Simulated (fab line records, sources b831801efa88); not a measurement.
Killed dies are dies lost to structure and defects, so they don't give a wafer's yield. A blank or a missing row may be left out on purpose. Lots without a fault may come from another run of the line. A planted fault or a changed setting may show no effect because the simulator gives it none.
One fault seen from 2 desks | flow sky130 | each desk has only its own numbers; what lay behind them comes last

THE TOOL OWNER'S DESK: rtp_anneal-01
The tool's own readings at SKY_SD_N_RTA_14 (time 2 s): means of the sampled wafers that have a number, for each lot that ran on this tool. A lot is out of limits, marked OUT, if its mean lies more than 4 standard deviations from the usual mean; the brackets give that distance.
Columns: A = lamp_power_pct at SKY_SD_N_RTA_14, usual 15.74 %; B = wafer_temp_C_max at SKY_SD_N_RTA_14, usual 1078.0
lot  | first seen here | A     | B
L763 | day 27 20:28    | 15.74 | 1076.6
L765 | day 29 00:52    | 15.70 | 1077.7
L767 | day 29 11:58    | 15.78 | 1078.2
L769 | day 30 07:59    | 15.74 | 1078.1
L776 | day 32 17:43    | 15.83 | 1086.9 (+6.4) OUT
L777 | day 33 01:32    | 15.77 | 1087.5 (+6.8) OUT
L779 | day 33 12:23    | 15.81 | 1085.7 (+5.5) OUT
This desk's finding: out of limits on L776, L777, L779; first on L776, day 32 17:43 (wafer_temp_C_max at SKY_SD_N_RTA_14). In limits: L763, L765, L767, L769.

THE METROLOGY DESK
What the gauges read, lot by lot, whatever tool the lot ran on: means of the sampled wafers that have a number. A lot is out of limits, marked OUT, if its mean lies more than 4 standard deviations from the usual mean; the brackets give that distance.
Columns: A = SD_N_RS at SKY_SD_N_RS_MEAS_16, usual 68.55 ohm/sq; B = SD_P_RS at SKY_SD_N_RS_MEAS_17, usual 147.1 ohm/sq; C = LI_CONTACT_OVL at SKY_LI_CONTACT_OVL_MEAS_13, usual -4 nm
lot  | first seen here | A               | B               | C
L762 | day 27 16:20    | 68.45           | 146.5           | -12
L763 | day 27 20:40    | 68.49           | 147.0           | -3
L765 | day 29 01:03    | 68.69           | 147.2           | -9
L766 | day 29 06:20    | 68.72           | 147.4           | 5
L767 | day 29 12:09    | 68.48           | 146.8           | -4
L769 | day 30 08:11    | 68.60           | 146.8           | -5
L776 | day 32 17:55    | 66.84 (-17) OUT | 138.4 (-25) OUT | 2
L777 | day 33 01:43    | 66.93 (-16) OUT | 139.5 (-22) OUT | -8
L778 | day 33 03:55    | 68.44           | 147.1           | -7
L779 | day 33 12:35    | 66.98 (-16) OUT | 139.1 (-24) OUT | -6
L780 | day 34 05:01    | 68.45           | 147.0           | -3
L782 | day 34 14:52    | 68.58           | 147.3           | -4
This desk's finding: out of limits on L776, L777, L779; first on L776, day 32 17:55 (SD_N_RS at SKY_SD_N_RS_MEAS_16). In limits: L762, L763, L765, L766, L767, L769, L778, L780, L782.

PUT TOGETHER
The tool owner's desk could have raised an alarm at day 32 17:43, on L776, L777, L779.
The metrology desk could have raised an alarm at day 32 17:55, on L776, L777, L779.
Of the lots named, all ran SKY_SD_N_RTA_14 on rtp_anneal-01.

WHAT THE SIMULATOR HAD PUT IN
Process parameter drift: rtp_anneal-01, from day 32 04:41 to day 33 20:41, at SKY_SD_N_RTA_14. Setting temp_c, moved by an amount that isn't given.
Lots struck among those shown: L776, L777, L779.
Hours from the fault's start to each desk's first reading out of limits: the tool owner's desk, 13; the metrology desk, 13.
